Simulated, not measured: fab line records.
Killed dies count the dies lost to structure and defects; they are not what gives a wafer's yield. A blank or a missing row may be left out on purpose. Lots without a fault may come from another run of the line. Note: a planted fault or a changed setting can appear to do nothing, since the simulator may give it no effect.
What tool caused it? -- flow gf180mcu -- Sampling: 12 lots, 36 wafers, 4 of 602 route steps

## WHAT THE GAUGES SHOWED, per wafer
GF_MIM_THK_MEAS_06. Usual: MIM_CVD_05_THK gives 41.9 nm (standard deviation 0.63).
lot,measured,on,MIM_CVD_05_THK (nm),flag
L600,day 24 04:46,film_metro-02,42.4 41.4 41.6,
L604,day 25 20:37,film_metro-01,42.2 41.5 41.9,
L605,day 26 14:59,film_metro-02,41.3 41.9 42.0,
L606,day 27 03:04,film_metro-02,40.7 41.6 41.7,
L611,day 28 08:20,film_metro-01,41.7 42.6 42.5,
L613,day 28 20:38,film_metro-04,42.5 42.2 42.6,
L614,day 29 00:10,film_metro-01,38.7 42.7 42.6,
L616,day 29 19:07,film_metro-02,41.4 41.9 42.2,
L618,day 30 03:19,film_metro-04,41.2 42.2 41.6,
L619,day 30 09:41,film_metro-02,42.4 42.6 42.2,
L620,day 30 16:39,film_metro-02,42.3 42.6 42.7,
L622,day 31 02:18,film_metro-02,42.1 43.1 42.5,

## TOOL THAT RAN EACH LOT (tool first, then ch and the chambers of the sampled wafers, then the start)
lot,GF_MIM_SPUTTER_00,GF_MIM_SPUTTER_01,GF_MIM_CVD_05
L600,"pvd_sputter-01, day 24 04:29","pvd_sputter-01, day 24 04:35","pecvd-02 ch 0,1,2, day 24 04:43"
L604,"pvd_sputter-03, day 25 20:22","pvd_sputter-03, day 25 20:28","pecvd-03 ch 0,1,2, day 25 20:35"
L605,"pvd_sputter-02, day 26 14:43","pvd_sputter-02, day 26 14:49","pecvd-03 ch 1,2, day 26 14:56"
L606,"pvd_sputter-03, day 27 02:48","pvd_sputter-03, day 27 02:54","pecvd-03 ch 0,1,2, day 27 03:02"
L611,"pvd_sputter-03, day 28 08:04","pvd_sputter-03, day 28 08:10","pecvd-04 ch 0,2, day 28 08:17"
L613,"pvd_sputter-02, day 28 20:20","pvd_sputter-02, day 28 20:26","pecvd-03 ch 0,1,2, day 28 20:35"
L614,"pvd_sputter-02, day 28 23:55","pvd_sputter-02, day 29 00:01","pecvd-02 ch 0,2, day 29 00:08"
L616,"pvd_sputter-01, day 29 18:52","pvd_sputter-01, day 29 18:58","pecvd-04 ch 1,2, day 29 19:05"
L618,"pvd_sputter-03, day 30 03:04","pvd_sputter-03, day 30 03:10","pecvd-03 ch 0,1,2, day 30 03:17"
L619,"pvd_sputter-03, day 30 09:27","pvd_sputter-03, day 30 09:31","pecvd-03 ch 0,1,2, day 30 09:38"
L620,"pvd_sputter-02, day 30 16:23","pvd_sputter-02, day 30 16:29","pecvd-03 ch 0,1, day 30 16:37"
L622,"pvd_sputter-03, day 31 02:02","pvd_sputter-03, day 31 02:08","pecvd-04 ch 1,2, day 31 02:16"
- GF_MIM_SPUTTER_00: material Ti, target thk 37.5 nm, time 150 s.
- GF_MIM_SPUTTER_01: material TiN, target thk 30 nm, time 25 s.
- GF_MIM_CVD_05: deposits Si3N4, target thk 42 nm, time 29.086 s.

## AS READ BY THE TOOLS THEMSELVES (means over the sampled wafers that have a number; for cases with no such wafer, the mark the record gives instead)
GF_MIM_SPUTTER_00. Usual: throttle_valve_pct at 30.1 %, with a standard deviation of 0.95.
lot,tool,throttle_valve_pct (%),flag
L600,pvd_sputter-01,30.2,
L604,pvd_sputter-03,30.2,
L605,pvd_sputter-02,29.4,
L606,pvd_sputter-03,30.0,
L611,pvd_sputter-03,30.5,
L613,pvd_sputter-02,29.8,
L614,pvd_sputter-02,30.0,
L616,pvd_sputter-01,30.0,
L618,pvd_sputter-03,29.7,
L619,pvd_sputter-03,29.3,
L620,pvd_sputter-02,30.1,
L622,pvd_sputter-03,30.3,

GF_MIM_SPUTTER_01. Usual: throttle_valve_pct at 30.1 %, with a standard deviation of 0.95.
lot,tool,throttle_valve_pct (%),flag
L600,pvd_sputter-01,30.0,
L604,pvd_sputter-03,30.2,
L605,pvd_sputter-02,29.4,
L606,pvd_sputter-03,29.9,
L611,pvd_sputter-03,30.6,
L613,pvd_sputter-02,29.7,
L614,pvd_sputter-02,29.9,
L616,pvd_sputter-01,30.1,
L618,pvd_sputter-03,29.5,
L619,pvd_sputter-03,29.3,
L620,pvd_sputter-02,30.1,
L622,pvd_sputter-03,30.2,

GF_MIM_CVD_05. Usual: heater_power_w 660 W, standard deviation 83; run_length_s 57.0 s, standard deviation 0.48.
lot,tool,heater_power_w (W),run_length_s (s),flag
L600,pecvd-02,701,57.2,
L604,pecvd-03,605,56.6,
L605,pecvd-03,692,56.8,
L606,pecvd-03,620,56.6,
L611,pecvd-04,590,56.6,
L613,pecvd-03,659,56.9,
L614,pecvd-02,727,57.0,
L616,pecvd-04,582,56.8,
L618,pecvd-03,645,56.7,
L619,pecvd-03,651,56.7,
L620,pecvd-03,573,56.6,
L622,pecvd-04,599,57.1,

## THE ANSWER, worked out from the rows above alone
Rule: a lot counts as off when the mean over its wafers that have a number is more than 3 standard deviations away from the usual mean. Also off: a lot with no number at a reading for which 4 or more lots have one. Where the step has rows for the other lots, those lots are counted as sound. The gauges are gone through in route order, then the tools' own readings, and for those a lot's mean is taken as printed above. The first step at which some lot is off is used, and at that step the reading that is off furthest; a lot without a number counts as furthest.
None of the lots is off at any reading shown; this tells nothing.

## WHAT WAS PUT IN BY THE SIMULATOR
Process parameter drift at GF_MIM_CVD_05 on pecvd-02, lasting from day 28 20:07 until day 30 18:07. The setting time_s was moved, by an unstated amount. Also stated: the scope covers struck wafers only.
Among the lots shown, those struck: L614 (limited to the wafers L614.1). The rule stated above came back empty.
